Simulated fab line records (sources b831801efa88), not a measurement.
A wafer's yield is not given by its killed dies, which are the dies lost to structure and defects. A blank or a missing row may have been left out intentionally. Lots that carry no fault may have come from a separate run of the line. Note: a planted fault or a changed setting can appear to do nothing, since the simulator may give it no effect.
8D (eight disciplines) problem report, filled in by code	flow gf180mcu	the parts of the form that need people (team, actions taken, sign-off) are left out

== 1. PROBLEM STATEMENT ==
oes_product_au at GF_PASSIVATION_ETCH_11 reads a mean of 0.894 a.u. on 6 wafers of 2 lots; wafers without a fault read 0.961 a.u. with a standard deviation of 0.0073. That is -9.2 standard deviations from the usual mean.
The step: etches the open film in CF4/O2, stops on TiN, target depth 1800 nm, time 400 s.
First seen on wafer L725.1, day 33 10:40, on rie_diel-02. Wafers with a number at this step in the record: 42, from 14 lots. Rule for "out" (also "out of limits"): further than 4 standard deviations from the usual mean. Any other wafer with a number is counted as sound.

== 2. WHAT IT IS; WHAT IT IS NOT ==
question	is	is not
which readings at this step	oes_product_au	drypump_motor_current_A
which lots	L725, L727	L711, L712, L713, L714, L715, L716, L717, L718, L721, L722, L731, L732
which wafers of those lots	all that have a number	-
read on which tools	rie_diel-02	rie_diel-01, rie_diel-03
when	from day 33 10:40	up to then (30 sound wafers); but 6 sound wafers of L731, L732 came after

== 3. SUSPECTS, AND WHAT RULES EACH OUT ==
Counting: a tool stays on the suspect list if, at a process step up to the reading, it processed all lots that are out and no sound lot following the first of them.
- plasma_asher-01 at GF_V4_STRIP_18 (strips in O2/N2): ruled out as a lasting fault. After its first lot that is out, L725 (day 29 14:55), sound lots L731, L732 ran on it.
- cmp-01 at GF_V4_CMP_26 (polishes, stops on SiO2, t overpolish 15 s, target thk 0 nm): ruled out as a lasting fault. After its first lot that is out, L725 (day 29 16:00), sound lots L731, L732 ran on it.
- rie_diel-02 at GF_PASSIVATION_ETCH_11 (etches the open film in CF4/O2, stops on TiN, target depth 1800 nm, time 400 s): kept. All lots that are out passed through it, beginning with L725 at day 33 10:40, and no sound lot followed; its final sound lot before that point was L718 at day 31 18:26. Its own readings are out on those wafers: oes_product_au.
The count leaves rie_diel-02 at GF_PASSIVATION_ETCH_11.

== 4. THE CAUSE (what the simulator had put in) ==
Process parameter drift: rie_diel-02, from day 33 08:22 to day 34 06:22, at GF_PASSIVATION_ETCH_11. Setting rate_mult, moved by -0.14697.
The count eliminated every tool but this one.

== 5. THE EFFECT CHAIN, in route order ==
Each row: a reading where the mean over the struck wafers with a number is more than 3 standard deviations away from the usual. Scope: only readings with a usual standard deviation given in the record; hours: median across lots of the time from each lot's start at the first step in this table that gives one to its start at this step; sigmas: change in usual standard deviations.
hours	step	reading	usual	on struck wafers	change	sigmas
0	GF_PASSIVATION_ETCH_11	oes_product_au	0.961 a.u.	0.894	-0.067	-9.2
0	GF_PASSIVATION_STRIP_12	strip_time_to_endpoint_s	35.13 s	37.09	+1.96	+9.8
Its process steps:
- GF_PASSIVATION_ETCH_11: etches the open film in CF4/O2, stops on TiN, target depth 1800 nm, time 400 s.
- GF_PASSIVATION_STRIP_12: strips in O2/N2.

== 6. HOW IT WOULD HAVE BEEN CAUGHT EARLIER ==
First out-of-limits reading in this record: day 33 10:40, which is 2 hours after fault onset at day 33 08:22.
